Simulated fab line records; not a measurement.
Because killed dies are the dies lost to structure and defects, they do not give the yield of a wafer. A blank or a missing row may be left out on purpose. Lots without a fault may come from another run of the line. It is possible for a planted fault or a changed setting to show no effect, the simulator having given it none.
Problem report, 8D (eight disciplines) form, completed by code -- flow gf180mcu -- the parts of the form that need people (team, actions taken, sign-off) are left out

== 1. WHAT IS WRONG ==
Wafers without a fault read 131.4 s, standard deviation 0.42; run_length_s at GF_STI_ETCH_14 reads a mean of 126.7 s on 2 wafers belonging to 2 lots. That is -11 standard deviations from the usual mean.
The step: etches Si in HBr/Cl2/O2, target depth 360 nm, time 102.9 s.
First seen on wafer L707.2, day 5 22:10, on rie_si-01. At this step, 41 wafers from 14 lots have a number in the record. The rule behind "out" and "out of limits": a value lying over 4 standard deviations away from the usual mean. All remaining wafers that have a number are taken as sound.

== 2. WHAT IT IS; WHAT IT IS NOT ==
question,is,is not
which readings at this step,run_length_s,throttle_valve_pct
which lots,"L707, L708","L689, L691, L693, L694, L695, L696, L697, L698, L699, L700, L711, L712"
which wafers of those lots,"L707.2, L708.2","L707.6, L708.1, L708.4"
read on which tools,rie_si-01,rie_si-02
when,from day 5 22:10,"up to then (31 sound wafers); but 8 sound wafers of L708, L711, L712 came after"

== 3. WHAT RULES OUT EACH SUSPECT ==
Counting: any tool at a process step up to the reading remains a suspect provided it ran every lot that is out. Sound lots after the first of them don't rule it out here, since some wafers of a struck lot are sound.
- rie_si-01 at GF_STI_ETCH_14 (etches Si in HBr/Cl2/O2, target depth 360 nm, time 102.9 s): kept. Every lot that is out went through it, the first being L707 (day 5 22:10); the last sound lot it ran before that was L700 (day 4 10:52). Its own readings are out on those wafers: run_length_s.
- Within rie_si-01 at GF_STI_ETCH_14: the wafers that are out ran in chambers 1, 2; their sound lot-mates ran in chambers 0, 3.
After counting, what remains is rie_si-01 at GF_STI_ETCH_14.

== 4. THE CAUSE (what the simulator had put in) ==
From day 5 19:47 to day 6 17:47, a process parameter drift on rie_si-01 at GF_STI_ETCH_14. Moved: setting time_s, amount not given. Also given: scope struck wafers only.
After counting, this tool was the only one left.

== 5. THE EFFECT CHAIN, in route order ==
Rows list readings where the struck wafers' mean (over those with a number) sits beyond 3 standard deviations from the usual. Only readings whose record carries a usual standard deviation are examined. hours: median over the lots of the time between each lot's start at the first step of this table that gives one and its start at this step. sigmas: the change, counted in usual standard deviations.
hours,step,reading,usual,on struck wafers,change,sigmas
0,GF_STI_ETCH_14,run_length_s,131.4 s,126.7,-4.7,-11
Here are the process steps it includes:
- GF_STI_ETCH_14: etches Si in HBr/Cl2/O2, target depth 360 nm, time 102.9 s.
Readings that are blank on the struck wafers while sound wafers have them: rf_fwd_power_W at GF_STI_ETCH_14.
At these later measuring or inspecting steps, every struck wafer for which the step has a row has a number for every such reading, and none has moved that far: GF_STI_THK_MEAS_30, GF_POLY_GATE_THK_MEAS_17, GF_HV_LDD_OVL_MEAS_08.

== 6. HOW IT WOULD HAVE BEEN CAUGHT EARLIER ==
2 hours passed between the start of the fault at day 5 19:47 and the first reading out of limits in this record, taken at day 5 22:10.
